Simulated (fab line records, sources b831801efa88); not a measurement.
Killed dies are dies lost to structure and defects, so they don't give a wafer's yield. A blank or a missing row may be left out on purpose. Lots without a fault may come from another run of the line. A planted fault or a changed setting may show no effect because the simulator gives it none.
A struck lot beside a sound one | flow sky130 | 15 steps out of a route of 708
Sound: wafers L106.1, L106.5, L106.6. Struck: wafer L120.1. (L120.2 of the same lot was not struck and is left out.) The cause comes at the end.
At each step with rows: each side's tool, then ch and its chambers, then its first start. Under that, the readings that differ: sound wafers | struck wafers | difference of the means | sigmas: that difference in standard deviations of wafers without a fault.
alike: readings whose means differ by less than 2 such deviations, and words and numbers that are the same on both sides. not compared: withheld readings, readings that some wafer has no value for, bounds like >300 that may hide the same value, and numbers for which the record gives no deviation and whose values overlap.
The two part at a step that has a row with sigmas, a row that says differs or no value, or rows on one side only. Numbers that don't overlap but have no deviation are shown without sigmas and don't part them. A reading that every wafer of one side lacks parts them only if that side has two wafers or more.

first, 8 steps without rows for these wafers: SKY_FIELD_ISO_DEHYDRATE_05 (time 60 s); SKY_FIELD_ISO_HMDS_06 (prime time 60 s); SKY_FIELD_ISO_COAT_07 (resist thk 60 nm); SKY_FIELD_ISO_COAT_08 (resist thk 450 nm); SKY_FIELD_ISO_SOFTBAKE_09 (time 90 s); SKY_FIELD_ISO_EXPOSE_10 (exposes mask FOM, target cd 150 nm); SKY_FIELD_ISO_PEB_11; SKY_FIELD_ISO_DEVELOP_12 (develop time 60 s).
SKY_FIELD_ISO_CD_MEAS_13: target cd 150 nm.
  sound on cd_sem-01, day 3 17:41; struck on cd_sem-01, day 6 19:17
  alike: cd_nm
SKY_FIELD_ISO_ETCH_14: etches BARC in N2/H2, stops on SiO2, time 45.9 s, target depth 60 nm.
  sound on rie_diel-03 ch 0,1, day 3 17:48; struck on rie_diel-03 ch 0, day 6 19:24
  reading                | sound                | struck | difference | sigmas
  throttle_valve_pct (%) | 13.227 13.226 13.227 | 13.252 | +0.025     | +3
  alike: bias_w, drypump_motor_current_A, oes_product_au, run_length_s
  not compared: rf_hours_counter_h
SKY_FIELD_ISO_ETCH_15: etches the open film in CHF3/O2, stops on Si, target depth 180 nm, time 72 s.
  sound on rie_diel-03 ch 0,1, day 3 17:50; struck on rie_diel-03 ch 0, day 6 19:26
  alike: bias_w, drypump_motor_current_A, oes_product_au, run_length_s, throttle_valve_pct
  not compared: rf_hours_counter_h
SKY_FIELD_ISO_STRIP_16: strips in O2/N2.
  sound on plasma_asher-03 ch 0,1, day 3 17:54; struck on plasma_asher-02 ch 0, day 6 19:30
  reading               | sound             | struck | difference | sigmas
  oes_product_au (a.u.) | 0.370 0.373 0.382 | 0.385  | +0.010     | +2
  alike: drypump_motor_current_A, strip_time_to_endpoint_s
  not compared: rf_hours_counter_h
SKY_FIELD_ISO_ETCH_17: etches Si in HBr/Cl2/O2, target depth 342 nm, time 97.7 s.
  sound on rie_si-01 ch 0,1, day 3 18:00; struck on rie_si-02 ch 3, day 6 19:36
  reading                               | sound             | struck | difference | sigmas
  run_length_s (s)                      | 126.1 125.3 125.8 | 113.1  | -12.6      | -32
  model.etch.depth_nm (nm)              | 348.3 341.8 344   | 299.2  | -45.5      |
  model.FIELD_ISO.feature_depth_nm (nm) | 348.3 341.8 344   | 299.2  | -45.5      |
  alike: drypump_motor_current_A, oes_product_au, throttle_valve_pct
  not compared: bias_w, rf_hours_counter_h
then, 1 step without rows for these wafers: SKY_FIELD_ISO_WET_ETCH_18 (etches Si3N4 in H3PO4, target depth 25 nm, time 286 s).
-- the record jumps here: 44 days lie between the struck wafers' starts before and after (it left off in module FIELD_ISO and takes up again in module PAD_OPEN, whose first step shown is number 708 of the route) --
SKY_PAD_OPEN_PROBE_99:
  sound on prober-01, day 47 14:55; struck on prober-01, day 50 15:40
  reading                                 | sound                         | struck    | difference | sigmas
  killed_dies                             | 90 88 89                      | 65        | -24        | -2
  model.etest.res_p_drift_20v.line_ohm_um | 1.236e+04 1.203e+04 1.213e+04 | 9101      | -3072      |
  model.etest.res_p_drift_20v.rs_ohm_sq   | 1.032e+04 9832 1.017e+04      | 7656      | -2451      |
  model.etest.pfet_16v.r_on_ohm_um        | 1.541e+04 1.494e+04 1.519e+04 | 1.383e+04 | -1.350e+03 |
  model.etest.res_iso_pwell.rs_ohm_sq     | 3225 3077 3185                | 2404      | -758       |
  model.etest.res_iso_pwell.line_ohm_um   | 1228 1146 1219                | 912.1     | -285.6     |
  model.etest.res_nwell.line_ohm_um       | 1163 1132 1126                | 1013      | -127       |
  model.etest.res_nwell.rs_ohm_sq         | 978.8 948 960.4               | 829.2     | -133.2     |
  model.etest.res_nwell.width_nm (nm)     | 840.4 839.3 843.7             | 831.3     | -9.8       |
  alike: killed_at_M0_to_M3, killed_at_M4_up, killed_at_contacts, killed_at_front_end, killed_at_other, killed_open, killed_short

WHERE THEY PART
First at SKY_FIELD_ISO_ETCH_14; last, within this record, at SKY_PAD_OPEN_PROBE_99.

WHY: what the simulator had put in
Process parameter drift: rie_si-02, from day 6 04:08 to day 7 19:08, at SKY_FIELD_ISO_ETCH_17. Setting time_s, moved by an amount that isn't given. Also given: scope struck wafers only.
